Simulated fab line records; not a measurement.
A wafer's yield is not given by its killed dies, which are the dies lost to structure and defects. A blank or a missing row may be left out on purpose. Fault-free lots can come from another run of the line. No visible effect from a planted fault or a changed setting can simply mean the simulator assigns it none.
2 desks, one fault | flow sky130 | numbers are kept per desk, each desk with only its own; the story behind them comes last

== DESK OF THE TOOL OWNER: plasmaAsher-01 ==
The tool's own readings at SKY_VIA4_STRIP_13 (strips in O2/N2): means of the sampled wafers that have a number, for each lot that ran on this tool. Marked OUT: a lot whose mean sits more than 4 standard deviations from the usual mean, which makes it out of limits; the brackets give that distance.
Columns: A = drypumpMotorCurrentA at SKY_VIA4_STRIP_13, usual 5.8 A; B = oesProductAu at SKY_VIA4_STRIP_13, usual 0.710 a.u.; C = stripTimeToEndpointS at SKY_VIA4_STRIP_13, usual 12.81 s
lot  | first seen here | A   | B     | C
L152 | day 44 00:08    | 6.1 | 0.715 | 12.87
L157 | day 45 09:33    | 5.7 | 0.716 | 12.85
L159 | day 46 04:22    | 6.0 | 0.706 | 12.80
L162 | day 46 11:49    | 5.7 | 0.708 | 12.77
L163 | day 46 20:08    | 6.0 | 0.714 | 12.82
L167 | day 47 19:05    | 5.7 | 0.713 | 12.83
L168 | day 47 23:28    | 5.7 | 0.713 | 12.80
Result from this desk: across the 7 lots, nothing is out of limits.

== THE METROLOGY DESK ==
What the gauges read for every lot (on any tool): the sampled wafers with a number, averaged. Marked OUT: a lot whose mean sits more than 4 standard deviations from the usual mean, which makes it out of limits; the brackets give that distance.
Columns: A = cdNm at SKY_METAL3_CD_MEAS_13, usual 300.5 nm; B = cdNm at SKY_VIA3_CD_MEAS_12, usual 199.6 nm
lot  | first seen here | A     | B
L150 | day 38 23:39    | 299.3 | 200.1
L152 | day 39 17:06    | 299.2 | 199.2
L156 | day 40 20:19    | 300.6 | 197.5
L157 | day 41 07:16    | 299.7 | 199.2
L158 | day 41 11:54    | 299.8 | 202.6
L159 | day 42 03:35    | 300.6 | 200.0
L160 | day 42 08:39    | 300.7 | 198.5
L161 | day 42 13:26    | 299.9 | 200.3
L162 | day 42 14:11    | 300.2 | 197.0
L163 | day 42 21:44    | 300.3 | 200.7
L167 | day 43 23:45    | 300.7 | 200.6
L168 | day 44 05:44    | 300.0 | 200.2
Result from this desk: across the 12 lots, nothing is out of limits.

== BROUGHT TOGETHER ==
The desk of the tool owner found nothing out of limits.
At the metrology desk, nothing out of limits was observed.

== WHAT WAS PUT IN BY THE SIMULATOR ==
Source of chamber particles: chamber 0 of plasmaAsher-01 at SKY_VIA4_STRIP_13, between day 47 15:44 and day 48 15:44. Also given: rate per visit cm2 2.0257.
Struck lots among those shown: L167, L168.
